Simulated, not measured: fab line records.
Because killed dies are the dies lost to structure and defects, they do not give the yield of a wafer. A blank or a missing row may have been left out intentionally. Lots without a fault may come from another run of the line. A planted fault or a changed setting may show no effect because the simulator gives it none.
A lot that was struck, set against a sound lot ; flow sky130 ; 31 steps out of a route of 708
Sound: the wafers L473.1, L473.2, L473.5. Struck: wafer L481.3. (L481.4, L481.6 of the same lot were not struck and are left out.) The cause comes at the end.
Per side, at each step with rows, come the tool, then ch with its chambers, and then its first start. Under that, the readings that differ: sound wafers ; struck wafers ; difference of the means ; sigmas: that difference in standard deviations of wafers without a fault.
alike: words and numbers the same on both sides, and readings whose means are apart by under 2 such deviations; not compared: readings that were withheld, readings missing a value for some wafer, numbers with overlapping values and no deviation given by the record, and bounds like >300 which may hide the same value.
The two part at a step that has a row with sigmas, a row that says differs or no value, or rows on one side only. Numbers that have no deviation but don't overlap get no sigmas and don't part them. A reading that every wafer of one side lacks parts them only if that side has two wafers or more.

first, 5 steps without rows for these wafers: SKY_VIA1_STRIP_17 (strips in post etch residue remover, time 1200 s); SKY_VIA1_CLEAN_18 (cleans in IPA, time 180 s); SKY_VIA1_CLEAN_19 (cleans in O3/DIW); SKY_VIA1_SPUTTER_20 (material TiN, target thk 20 nm, time 80 s); SKY_VIA1_CVD_21 (deposits W, target thk 270 nm, time 80.902 s).
SKY_VIA1_RS_MEAS_22: uses a four-point probe to measure.
  sound: film metro-04 at day 37 22:27; struck: film metro-03 at day 40 11:40
  alike: VIA1_W_RS
SKY_VIA1_THK_MEAS_23: measures by xrf.
  sound: film metro-04 at day 37 22:34; struck: film metro-03 at day 40 11:46
  alike: VIA1_W_THK
SKY_VIA1_CMP_24: polishes, stops on SiO2, t overpolish 15 s, target thk 0 nm.
  sound on cmp-01 ch 0,2,3, day 37 22:41; struck on cmp-02 ch 2, day 40 11:51
reading;sound;struck;difference;sigmas
retaining ring pressure frac;0.988 0.994 0.990;1.001;+0.010;+2
  alike: motor current A, overpolish run s, time to endpoint s
SKY_METAL2_SPUTTER_00: material Ti, target thk 15 nm, time 10 s.
  sound: pvd sputter-04 at day 37 22:56; struck: pvd sputter-04 at day 40 12:06
  alike: throttle valve pct
SKY_METAL2_SPUTTER_01: material TiN, target thk 20 nm, time 16.7 s.
  sound: pvd sputter-04 at day 37 22:57; struck: pvd sputter-04 at day 40 12:08
  alike: throttle valve pct
then, 1 step without rows for these wafers: SKY_METAL2_SPUTTER_02 (material AlCu, target thk 250 nm, time 13.3 s).
SKY_METAL2_SPUTTER_03: material Ti, target thk 5 nm, time 3.3 s.
  sound: pvd sputter-04 at day 37 23:00; struck: pvd sputter-04 at day 40 12:11
  alike: throttle valve pct
SKY_METAL2_SPUTTER_04: material TiN, target thk 70 nm, time 58.3 s.
  sound: pvd sputter-04 at day 37 23:01; struck: pvd sputter-04 at day 40 12:12
reading;sound;struck;difference;sigmas
model.TiN_of_METAL2_SPUTTER_04.thk nm (nm);69.79 69.22 69.6;54.55;-14.99;
  alike: throttle valve pct
SKY_METAL2_RS_MEAS_05: uses a four-point probe to measure.
  sound: film metro-01 at day 37 23:04; struck: film metro-03 at day 40 12:17
  alike: METAL2_ALCU_RS
SKY_METAL2_THK_MEAS_06: measures by xrf.
  sound: film metro-01 at day 37 23:11; struck: film metro-03 at day 40 12:23
  alike: METAL2_ALCU_THK
then, 8 steps without rows for these wafers: SKY_METAL2_DEHYDRATE_07 (time 60 s); SKY_METAL2_HMDS_08 (prime time 60 s); SKY_METAL2_COAT_09 (resist thk 60 nm); SKY_METAL2_COAT_10 (resist thk 450 nm); SKY_METAL2_SOFTBAKE_11 (time 90 s); SKY_METAL2_EXPOSE_12 (exposes mask MM2, target cd 140 nm); SKY_METAL2_PEB_13; SKY_METAL2_DEVELOP_14 (develop time 60 s).
SKY_METAL2_CD_MEAS_15: the cd target is 140 nm.
  sound: cd sem-02 at day 39 01:11; struck: cd sem-01 at day 41 12:56
  alike: cd nm
SKY_METAL2_OVL_MEAS_16:
  sound: overlay-02 at day 39 01:19; struck: overlay-01 at day 41 13:01
  alike: METAL2_OVL
then, 1 step without rows for these wafers: SKY_METAL2_DESCUM_17 (chemistry O2, time 8 s).
SKY_METAL2_ETCH_18: etches BARC in N2/H2, stops on SiO2, time 45.9 s, target depth 60 nm.
  sound on rie metal-01 ch 0,1, day 39 01:23; struck on rie metal-01 ch 0, day 41 13:06
  alike: drypump motor current A, oes product au, throttle valve pct
  not compared: rf hours counter h
then, 2 steps without rows for these wafers: SKY_METAL2_METAL_ETCH_19 (etches the open film in Cl2/BCl3, stops on SiO2, target depth 360 nm, time 78 s); SKY_METAL2_STRIP_20 (strips in O2/N2).
SKY_METAL2_STRIP_21: strips in post etch residue remover, time 1200 s.
  sound on wet bench-02 ch 2, day 39 01:38; struck on wet bench-03 ch 2, day 41 13:20
reading;sound;struck;difference;sigmas
model.TiN_of_METAL2_SPUTTER_04.thk nm (nm);69.37 68.8 69.18;54.13;-14.99;
then, 1 step without rows for these wafers: SKY_METAL2_CLEAN_22 (cleans in IPA, time 180 s).

== WHERE THEY PART ==
Within this record, at SKY_VIA1_CMP_24 only. Later steps at which nothing parts them and some readings are alike: SKY_METAL2_SPUTTER_00, SKY_METAL2_SPUTTER_01, SKY_METAL2_SPUTTER_03, SKY_METAL2_SPUTTER_04, SKY_METAL2_RS_MEAS_05, SKY_METAL2_THK_MEAS_06, SKY_METAL2_CD_MEAS_15, SKY_METAL2_OVL_MEAS_16, SKY_METAL2_ETCH_18.

WHY: whatever the simulator had introduced
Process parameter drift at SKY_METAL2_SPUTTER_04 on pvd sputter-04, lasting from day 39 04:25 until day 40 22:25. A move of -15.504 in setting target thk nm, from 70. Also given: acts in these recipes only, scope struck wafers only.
